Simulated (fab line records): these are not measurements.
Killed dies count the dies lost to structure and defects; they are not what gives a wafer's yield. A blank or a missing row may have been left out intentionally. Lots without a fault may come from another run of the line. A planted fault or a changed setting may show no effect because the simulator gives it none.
Which tool did it? | flow sky130 | 12 lots with 36 wafers sampled at 2 steps, on a route of 708 steps

== WHAT THE GAUGES READ, wafer by wafer ==
SKY_CAPM_THK_MEAS_01. Usual: CAPM_CVD_00_THK 15.47 nm, standard deviation 0.2.
lot  | measured     | on            | CAPM_CVD_00_THK (nm) | flag
L977 | day 36 16:55 | film-metro-01 | 15.63 15.57 15.68    |
L979 | day 37 16:01 | film-metro-03 | 15.28 15.45 15.35    |
L980 | day 37 18:29 | film-metro-01 | 15.19 15.40 15.48    |
L982 | day 38 10:13 | film-metro-03 | 15.34 15.43 15.67    |
L983 | day 38 13:49 | film-metro-01 | 15.33 15.41 15.76    |
L986 | day 39 18:00 | film-metro-01 | 15.34 15.19 15.58    |
L987 | day 40 00:32 | film-metro-01 | 15.36 15.65 15.60    |
L989 | day 40 10:39 | film-metro-03 | 15.36 15.37 15.71    |
L990 | day 40 14:25 | film-metro-01 | 15.40 15.62 15.78    |
L996 | day 42 07:53 | film-metro-01 | 15.48 15.84 15.40    |
L998 | day 42 22:11 | film-metro-03 | 15.55 15.52 15.48    |
L100 | day 43 07:21 | film-metro-04 | 15.35 15.49 15.56    |

== EACH LOT AND THE TOOL THAT RAN IT (in order: tool; ch and the chambers of the sampled wafers; start) ==
lot  | SKY_VIA1_ETCH_14
L977 | rie-diel-02 ch 0,3, day 34 06:24
L979 | rie-diel-04 ch 2,3, day 35 07:21
L980 | rie-diel-02 ch 1,2,3, day 35 09:03
L982 | rie-diel-01 ch 0,1,3, day 36 02:27
L983 | rie-diel-04 ch 0,2,3, day 36 04:33
L986 | rie-diel-04 ch 0,1, day 37 10:27
L987 | rie-diel-04 ch 0,1,2, day 37 17:07
L989 | rie-diel-04 ch 0,1,3, day 38 03:57
L990 | rie-diel-04 ch 0,1,3, day 38 08:09
L996 | rie-diel-02 ch 0,1, day 40 03:58
L998 | rie-diel-02 ch 1,3, day 40 16:49
L100 | rie-diel-04 ch 1,2, day 41 02:07
- SKY_VIA1_ETCH_14: etches BARC in N2/H2, stops on SiO2, time 45.9 s, target depth 60 nm.

== AS READ BY THE TOOLS THEMSELVES (means over the sampled wafers that have a number; for cases with no such wafer, the mark the record gives instead) ==
SKY_VIA1_ETCH_14. Usual: drypump-motor-current-A 5.8 A, standard deviation 0.38; oes-product-au 0.855 a.u., standard deviation 0.0047; throttle-valve-pct 13.226 %, standard deviation 0.0098.
lot  | tool        | drypump-motor-current-A (A) | oes-product-au (a.u.) | throttle-valve-pct (%) | flag
L977 | rie-diel-02 | 5.7                         | 0.855                 | 13.231                 |
L979 | rie-diel-04 | 6.0                         | 0.855                 | 13.223                 |
L980 | rie-diel-02 | 5.6                         | 0.859                 | 13.229                 |
L982 | rie-diel-01 | 5.7                         | 0.851                 | 13.219                 |
L983 | rie-diel-04 | 6.0                         | 0.854                 | 13.226                 |
L986 | rie-diel-04 | 6.1                         | 0.856                 | 13.227                 |
L987 | rie-diel-04 | 6.2                         | 0.862                 | 13.237                 |
L989 | rie-diel-04 | 6.1                         | 0.852                 | 13.230                 |
L990 | rie-diel-04 | 6.1                         | 0.854                 | 13.230                 |
L996 | rie-diel-02 | 5.3                         | 0.850                 | 13.219                 |
L998 | rie-diel-02 | 5.8                         | 0.851                 | 13.217                 |
L100 | rie-diel-04 | 6.3                         | 0.849                 | 13.229                 |

== THE ANSWER, worked out from the rows above alone ==
Rule: a lot counts as off when the mean over its wafers that have a number is more than 3 standard deviations away from the usual mean. Also off: a lot with no number at a reading for which 4 or more lots have one. Any other lot the step has rows for is counted as sound. The gauges are gone through in route order, then the tools' own readings, and for those a lot's mean is taken as printed above. The first step at which some lot is off is used, and at that step the reading that is off furthest; a lot without a number counts as furthest.
No lot is off at any reading shown: from this, nothing can be told.

== WHAT THE SIMULATOR PUT IN ==
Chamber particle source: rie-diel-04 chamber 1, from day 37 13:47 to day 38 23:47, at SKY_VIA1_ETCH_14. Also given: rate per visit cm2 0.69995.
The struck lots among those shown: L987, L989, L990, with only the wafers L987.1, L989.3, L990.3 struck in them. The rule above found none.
